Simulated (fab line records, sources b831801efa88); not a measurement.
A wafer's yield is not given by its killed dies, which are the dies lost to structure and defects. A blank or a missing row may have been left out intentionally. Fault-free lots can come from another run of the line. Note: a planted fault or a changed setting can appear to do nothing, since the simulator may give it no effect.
fab line records	flow sky130
record lots=12	wafers=36	lastDay=50
route steps=708 shown FIELD_ISO@14 PWDE@53 POLY_GATE@229 LDD_P@263
lots that met no fault: from a run of the same line without faults
startH: the number of hours between the record's first day and the start of the first shown wafer of the lot	waitH: how many hours have passed since the lot's step before this one	" the same as in the row above	L1.1+2: a row that stands for several wafers	- no value, or no start given	* or withheld: withheld	< > ~ a bound
route shown NAME@n: a module of which the file shows steps, and the number in the route of the first	usual: mean/standard deviation of fault-free wafers	same: alike in all rows	chamber/n: place in a boat	sites: per-site readings	_std_site: the standard deviation of these	_edge_site: the outer-site mean with the inner-site mean subtracted	radiusMm: for every site, how far away it sits from the centre of the wafer	mask NAME#n: copy n	behind: the last tool/chamber to shape the wafer	hold: why the lot went on hold/how many hours it stayed there/how the hold came to an end	device: the n, p or np transistor that did not switch	end of line: the tests these same wafers got at the end of their route	for a step that has no rows: nothing shown but its recipe	killed: at the first sort, the dies lost to defects and structure; wafer yield is something else	map: shows each die of a wafer: x if killed, . if not, _ if none is there
set.NAME: the setting that was run; set.NAME@STEP: the one run at that earlier step	model.NAME: the simulator's own value behind a step, which no gauge read
a sample of lots followed through the steps of the route, with each step as a table and each wafer as a row
services: from which hour (startH, from the record's first day; less than 0 if before it) a tool's chamber was out of use, for how many hours, and why
## steps
# step SKY_FIELD_ISO_CD_MEAS_13
# recipe targetCdNm=150
# usual cdNm=149.9/1.4
lot.wafer	tool	chamber	startH	waitH	cdNm
L441.1	cdSem-02	-	27.96	-	149.4
L441.4	"	-	"	"	148.7
L441.6	"	-	"	"	149.4
L442.2	cdSem-01	-	28.63	-	147.7
L442.3	"	-	"	"	149.1
L442.4	"	-	"	"	149.1
L449.2	cdSem-01	-	71.77	-	152.3
L449.5	"	-	"	"	150.5
L449.6	"	-	"	"	152.2
L452.1	cdSem-01	-	86.16	-	150.2
L452.4	"	-	"	"	150.1
L452.6	"	-	"	"	150.8
L455.1	cdSem-02	-	102.66	-	152.5
L455.3	"	-	"	"	152.1
L455.5	"	-	"	"	152.6
L456.3	cdSem-02	-	108.41	-	146.4
L456.4	"	-	"	"	149.1
L456.6	"	-	"	"	147.6
L459.2	cdSem-01	-	123.82	-	150.1
L459.3	"	-	"	"	150.5
L459.5	"	-	"	"	149.8
L460.1	cdSem-01	-	128.90	-	151.6
L460.3	"	-	"	"	152.1
L460.6	"	-	"	"	151.5
L461.1	cdSem-01	-	133.06	-	149.2
L461.4	"	-	"	"	149.2
L461.6	"	-	"	"	149.3
L462.2	cdSem-02	-	138.53	-	149.6
L462.3	"	-	"	"	148.5
L462.6	"	-	"	"	148.3
L463.1	cdSem-01	-	145.16	-	149.7
L463.5	"	-	"	"	151.2
L463.6	"	-	"	"	150.5
L464.1	cdSem-02	-	151.50	-	152.6
L464.4	"	-	"	"	150.9
L464.6	"	-	"	"	150.5
# step SKY_PWDE_IMPLANT_08
# recipe species=B	energyKev=150	doseCm2=3.6e+12	tiltDeg=withheld
# usual faradayCurrentUA=20.3/0.4
lot.wafer	tool	chamber	startH	waitH	faradayCurrentUA
L441.1	implanter-02	0	42.05	0.0	20.7
L441.4	"	0	"	"	21.0
L441.6	"	0	"	"	19.7
L442.2	implanter-04	0	67.77	0.0	20.0
L442.3	"	0	"	"	20.0
L442.4	"	0	"	"	20.5
L449.2	implanter-02	0	114.83	0.0	20.4
L449.5	"	0	"	"	19.7
L449.6	"	0	"	"	20.1
L452.1	implanter-03	0	132.21	0.0	20.2
L452.4	"	0	"	"	19.7
L452.6	"	0	"	"	20.1
L455.1	implanter-03	0	146.79	0.0	20.0
L455.3	"	0	"	"	20.8
L455.5	"	0	"	"	20.6
L456.3	implanter-03	0	155.96	0.1	18.9
L456.4	"	0	"	"	20.5
L456.6	"	0	"	"	20.8
L459.2	implanter-03	0	174.43	0.0	20.4
L459.3	"	0	"	"	19.5
L459.5	"	0	"	"	20.3
L460.1	implanter-02	0	178.75	0.0	20.5
L460.3	"	0	"	"	20.3
L460.6	"	0	"	"	20.1
L461.1	implanter-04	0	191.85	0.0	20.4
L461.4	"	0	"	"	20.2
L461.6	"	0	"	"	20.3
L463.1	implanter-02	0	204.49	0.0	20.3
L463.5	"	0	"	"	20.8
L463.6	"	0	"	"	20.2
L462.2	implanter-04	0	205.17	0.0	20.4
L462.3	"	0	"	"	20.8
L462.6	"	0	"	"	20.3
L464.1	implanter-02	0	213.14	0.0	20.2
L464.4	"	0	"	"	20.2
L464.6	"	0	"	"	19.8
# step SKY_PWDE_TW_MEAS_10
# usual PWDE_TW=375/3.2
lot.wafer	tool	chamber	startH	waitH	PWDE_TW
L441.1	filmMetro-03	-	42.30	0.1	372
L441.4	"	-	"	"	373
L441.6	"	-	"	"	372
L442.2	filmMetro-01	-	68.00	0.1	374
L442.3	"	-	"	"	373
L442.4	"	-	"	"	375
L449.2	filmMetro-03	-	115.06	0.1	366
L449.5	"	-	"	"	366
L449.6	"	-	"	"	365
L452.1	filmMetro-01	-	132.46	0.1	374
L452.4	"	-	"	"	373
L452.6	"	-	"	"	374
L455.1	filmMetro-03	-	147.04	0.1	375
L455.3	"	-	"	"	374
L455.5	"	-	"	"	373
L456.3	filmMetro-01	-	156.18	0.1	372
L456.4	"	-	"	"	375
L456.6	"	-	"	"	373
L459.2	filmMetro-01	-	174.67	0.1	373
L459.3	"	-	"	"	374
L459.5	"	-	"	"	374
L460.1	filmMetro-02	-	179.00	0.1	382
L460.3	"	-	"	"	381
L460.6	"	-	"	"	380
L461.1	filmMetro-01	-	192.10	0.1	376
L461.4	"	-	"	"	373
L461.6	"	-	"	"	374
L463.1	filmMetro-01	-	204.74	0.1	373
L463.5	"	-	"	"	375
L463.6	"	-	"	"	373
L462.2	filmMetro-02	-	205.40	0.1	380
L462.3	"	-	"	"	382
L462.6	"	-	"	"	381
L464.1	filmMetro-02	-	213.39	0.1	379
L464.4	"	-	"	"	379
L464.6	"	-	"	"	380
# step SKY_NWELL_RS_MEAS_31
# recipe thkMeasGauge=four-point-probe
# usual PWDE_RS=5280/22
lot.wafer	tool	chamber	startH	waitH	PWDE_RS[ohm/sq]
L441.1	filmMetro-03	-	76.25	0.1	5283
L441.4	"	-	"	"	5264
L441.6	"	-	"	"	5289
L442.2	filmMetro-01	-	103.61	0.1	5287
L442.3	"	-	"	"	5312
L442.4	"	-	"	"	5282
L449.2	filmMetro-03	-	155.47	0.1	5561
L449.5	"	-	"	"	5539
L449.6	"	-	"	"	5560
L452.1	filmMetro-01	-	172.40	0.1	5285
L452.4	"	-	"	"	5314
L452.6	"	-	"	"	5285
L455.1	filmMetro-02	-	189.60	0.1	5282
L455.3	"	-	"	"	5277
L455.5	"	-	"	"	5283
L456.3	filmMetro-01	-	198.88	0.1	5297
L456.4	"	-	"	"	5274
L456.6	"	-	"	"	5270
L459.2	filmMetro-02	-	219.94	0.1	5251
L459.3	"	-	"	"	5261
L459.5	"	-	"	"	5257
L460.1	filmMetro-03	-	224.94	0.1	5256
L460.3	"	-	"	"	5248
L460.6	"	-	"	"	5256
L461.1	filmMetro-03	-	238.80	0.1	5268
L461.4	"	-	"	"	5273
L461.6	"	-	"	"	5290
L463.1	filmMetro-01	-	252.14	0.1	5291
L463.5	"	-	"	"	5300
L463.6	"	-	"	"	5291
L462.2	filmMetro-03	-	252.96	0.1	5260
L462.3	"	-	"	"	5234
L462.6	"	-	"	"	5251
L464.1	filmMetro-03	-	262.95	0.1	5310
L464.4	"	-	"	"	5316
L464.6	"	-	"	"	5306
# step SKY_POLY_GATE_ETCH_15
# recipe chemistry=N2/H2	target=BARC	ionEnergyEv=200	sourceW=500	biasW=100	pressureMtorr=30	n2FlowSccm=100	h2FlowSccm=200	stopOn=SiO2	timeS=118.5	targetDepthA=1100
# usual drypumpMotorCurrentA=5.8/0.47	oesProductAu=0.716/0.0048	throttleValvePct=13.213/0.0096
lot.wafer	tool	chamber	startH	waitH	drypumpMotorCurrentA	oesProductAu	rfHoursCounterH	throttleValvePct
L441.1	rieDiel-02	2	333.53	0.0	5.6	0.712	13	13.205
L441.4	"	0	"	"	5.1	0.716	97	13.208
L441.6	"	0	"	"	5.1	0.723	-	13.220
L442.2	rieDiel-04	1	369.98	0.0	5.5	0.716	1	13.199
L442.3	"	0	"	"	6.0	0.729	77	13.220
L442.4	"	2	"	"	5.9	0.708	6	13.207
L449.2	rieDiel-04	0	458.53	0.0	6.0	0.719	79	13.216
L449.5	"	2	"	"	5.9	0.718	-	13.221
L449.6	"	3	"	"	6.4	0.719	-	13.204
L452.1	rieDiel-04	0	479.83	0.0	6.0	0.724	80	13.210
L452.4	"	1	"	"	5.5	0.712	3	13.201
L452.6	"	3	"	"	6.5	0.723	-	13.208
L456.3	rieDiel-01	3	537.16	0.0	6.5	0.718	1	13.212
L456.4	"	1	"	"	4.9	0.720	-	13.222
L456.6	"	0	"	"	5.4	0.709	-	13.218
L455.1	rieDiel-02	0	537.51	0.0	5.1	0.715	1	13.212
L455.3	"	1	"	"	6.2	0.713	6	13.217
L455.5	"	1	"	"	6.3	0.708	-	13.207
L459.2	rieDiel-02	2	539.35	0.0	5.6	0.719	17	13.215
L459.3	"	0	"	"	5.1	0.716	1	13.218
L459.5	"	2	"	"	5.6	0.718	-	13.218
L460.1	rieDiel-01	3	547.26	0.0	6.5	0.713	1	13.215
L460.3	"	0	"	"	5.4	0.720	36	13.209
L460.6	"	0	"	"	5.4	0.724	-	13.214
L461.1	rieDiel-04	1	564.83	0.0	5.5	0.718	4	13.214
L461.4	"	2	"	"	5.8	0.707	-	13.211
L461.6	"	3	"	"	6.4	0.716	-	13.218
L463.1	rieDiel-02	3	584.61	0.0	5.9	0.724	4	13.220
L463.5	"	1	"	"	6.3	0.718	-	13.215
L463.6	"	2	"	"	5.6	0.711	-	13.201
L462.2	rieDiel-04	0	584.71	0.0	6.0	0.710	0	13.205
L462.3	"	3	"	"	6.5	0.714	4	13.220
L462.6	"	1	"	"	5.5	0.721	-	13.216
L464.1	rieDiel-04	3	592.66	0.0	6.5	0.715	4	13.197
L464.4	"	0	"	"	6.0	0.709	0	13.200
L464.6	"	0	"	"	6.0	0.708	-	13.230
# step SKY_LDD_P_OVL_MEAS_08
# usual LDD_P_OVL=-0.3/1.5
lot.wafer	tool	chamber	startH	waitH	LDD_P_OVL[nm]
L441.1	overlay-01	-	392.07	0.1	-1.2
L441.4	"	-	"	"	-2.0
L441.6	"	-	"	"	-0.3
L442.2	overlay-02	-	433.43	0.1	1.3
L442.3	"	-	"	"	1.8
L442.4	"	-	"	"	1.2
L449.2	overlay-02	-	525.84	0.1	1.7
L449.5	"	-	"	"	2.3
L449.6	"	-	"	"	1.2
L452.1	overlay-02	-	545.92	0.1	-2.6
L452.4	"	-	"	"	-2.3
L452.6	"	-	"	"	-3.9
L456.3	overlay-02	-	599.39	0.1	1.3
L456.4	"	-	"	"	-0.1
L456.6	"	-	"	"	-0.7
L455.1	overlay-01	-	601.47	0.1	-1.4
L455.3	"	-	"	"	0.6
L455.5	"	-	"	"	0.6
L459.2	overlay-01	-	603.99	0.1	-0.7
L459.3	"	-	"	"	-0.8
L459.5	"	-	"	"	-1.1
L460.1	overlay-02	-	610.62	0.1	0.7
L460.3	"	-	"	"	2.4
L460.6	"	-	"	"	0.7
L461.1	overlay-02	-	627.57	0.1	-2.1
L461.4	"	-	"	"	-0.9
L461.6	"	-	"	"	-0.1
L462.2	overlay-02	-	647.53	0.1	0.1
L462.3	"	-	"	"	-0.2
L462.6	"	-	"	"	-0.7
L463.1	overlay-02	-	648.21	0.1	0.2
L463.5	"	-	"	"	-0.5
L463.6	"	-	"	"	-1.4
L464.1	overlay-01	-	653.77	0.1	-0.9
L464.4	"	-	"	"	-0.4
L464.6	"	-	"	"	-2.2
## services
tool	chamber	startH	hours	kind
rieDiel-04	0	20.75	2.6	repair
rieDiel-04	2	37.65	17.6	repair
rieDiel-02	1	43.87	12.9	repair
implanter-02	-	45.17	3.8	pm
rieDiel-04	0	55.19	6.8	repair
rieDiel-04	3	88.48	9.6	repair
implanter-02	-	153.53	9.4	repair
implanter-02	-	153.93	1.7	repair
implanter-02	-	162.88	9.9	pm
rieDiel-04	1	168.09	16.6	repair
rieDiel-04	3	202.22	3.5	repair
rieDiel-04	2	212.02	5.8	repair
rieDiel-04	-	223.29	2.5	repair
implanter-02	-	275.70	1.6	repair
rieDiel-04	-	300.45	2.8	pm
implanter-02	-	318.95	8.6	repair
implanter-02	-	335.04	3.7	repair
implanter-02	-	342.27	3.4	pm
implanter-02	-	362.42	2.7	repair
rieDiel-04	1	417.96	4.5	repair
rieDiel-04	0	419.42	3.5	repair
rieDiel-04	0	481.27	7.2	repair
implanter-02	-	534.17	6.5	pm
implanter-02	-	587.29	1.5	repair
## key
firstSign step=SKY_PWDE_TW_MEAS_10	reading=PWDE_TW	direction=down	sigmas=3	usual=375	struck=366
effect step=SKY_NWELL_RS_MEAS_31	reading=PWDE_RS	direction=up	sigmas=12	usual=5280	struck=5553
metAt SKY_PWDE_IMPLANT_08
struckLots L449
testerLeftOut L449
notActingAt SKY_FIELD_ISO_CD_MEAS_13,SKY_POLY_GATE_ETCH_15,SKY_LDD_P_OVL_MEAS_08
onsetBetween 42.05 114.83
fault kind=processParameterDrift	tool=implanter-02	chamber=-	onsetH=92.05	steps=SKY_PWDE_IMPLANT_08	channel=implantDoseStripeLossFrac	offset=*	shape=step	endH=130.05
# testerLeftOut: of these lots the tester's yield and bins aren't shown, on N5 and GAA mostly nor the transistor test; their killed dies are dies lost to structure and defects alone, not to doping, threshold or leakage, so they don't give the yield
